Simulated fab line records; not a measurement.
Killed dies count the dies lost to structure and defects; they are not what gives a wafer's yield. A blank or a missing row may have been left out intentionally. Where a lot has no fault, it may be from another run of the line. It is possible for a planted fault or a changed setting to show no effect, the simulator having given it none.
A lot that was struck, set against a sound lot | flow gf180mcu | 14 steps out of a route of 602
Sound: these wafers, L331.2, L331.5, L331.6. Struck: wafer L340.5; the same lot's L340.6 was not struck, so it is left out; see the end for the cause.
At each step with rows: each side's tool, then ch and its chambers, then its first start. Under that, the readings that differ: sound wafers | struck wafers | difference of the means | sigmas: that difference in standard deviations of wafers without a fault.
alike: words and numbers the same on both sides, and readings whose means are apart by under 2 such deviations; not compared: readings that were withheld, readings missing a value for some wafer, numbers with overlapping values and no deviation given by the record, and bounds like >300 which may hide the same value.
A row with sigmas, a row that says differs or no value, or rows on one side alone: a step with any of these is where the two part. Numbers that have no deviation but don't overlap get no sigmas and don't part them. Lack of a reading on every wafer of one side parts them only where that side has two or more wafers.

first, 4 steps without rows for these wafers: GF_V3_SOFTBAKE_10 (time 60 s); GF_V3_EXPOSE_11 (exposes mask Via3, target cd 260 nm); GF_V3_PEB_12 (peb time 90 s); GF_V3_DEVELOP_13 (develop time 60 s).
GF_V3_CD_MEAS_14: the cd target is 260 nm.
  sound on cd-sem-02, day 23 03:44; struck on cd-sem-01, day 26 12:59
  alike: cd-nm
GF_V3_OVL_MEAS_15:
  sound on overlay-02, day 23 03:50; struck on overlay-01, day 26 13:04
  alike: V3_OVL
GF_V3_ETCH_16: etches BARC in N2/H2.
  sound on rie-diel-02 ch 0,1,2, day 23 03:52; struck on rie-diel-04 ch 0, day 26 13:05
  alike: drypump-motor-current-A, oes-product-au, throttle-valve-pct
GF_V3_ETCH_17: etches SiO2 in C4F8/O2/Ar, stops on TiN, target depth 635 nm.
  sound on rie-diel-02 ch 0,1,2; struck on rie-diel-04 ch 0
  alike: oes-product-au
GF_V3_STRIP_18: strips in O2/N2.
  sound on plasma-asher-03 ch 0,1, day 23 04:00; struck on plasma-asher-04 ch 1, day 26 13:16
  reading             | sound          | struck | difference | sigmas
  o2-flow-sccm (sccm) | 2985 2982 2992 | 3016   | +30        | +3
  alike: drypump-motor-current-A, heater-power-w, oes-product-au
  not compared: rf-hours-counter-h
then, 2 steps without rows for these wafers: GF_V3_STRIP_19 (strips in post etch residue remover, time 1200 s); GF_V3_CLEAN_20 (cleans in DIW).
GF_V3_SPUTTER_21: material Ti, target thk 15 nm, time 80.02 s.
  sound on pvd-sputter-04, day 23 04:32; struck on pvd-sputter-01, day 26 13:46
  alike: throttle-valve-pct
GF_V3_SPUTTER_22: material TiN, target thk 10 nm, time 40 s.
  sound on pvd-sputter-04, day 23 04:35; struck on pvd-sputter-01, day 26 13:49
  reading                                | sound             | struck | difference | sigmas
  throttle-valve-pct (%)                 | 30.5 29.4 30.1    | 31.9   | +1.9       | +2
  model.TiN_of_V3_SPUTTER_22.thk-nm (nm) | 10.06 10.18 10.05 | 11.59  | +1.49      |
GF_V3_CVD_23: deposits W, target thk 350 nm, time 104.9 s.
  sound on cvd-w-01 ch 0,1, day 23 04:38; struck on cvd-w-01 ch 0, day 26 13:55
  alike: chamber-pressure-Torr, heater-power-w, susceptor-temp-C

== WHERE THEY PART ==
Earliest at GF_V3_STRIP_18; latest, in this record, at GF_V3_SPUTTER_22. Later steps at which nothing parts them and some readings are alike: GF_V3_CVD_23.

WHY: whatever the simulator had introduced
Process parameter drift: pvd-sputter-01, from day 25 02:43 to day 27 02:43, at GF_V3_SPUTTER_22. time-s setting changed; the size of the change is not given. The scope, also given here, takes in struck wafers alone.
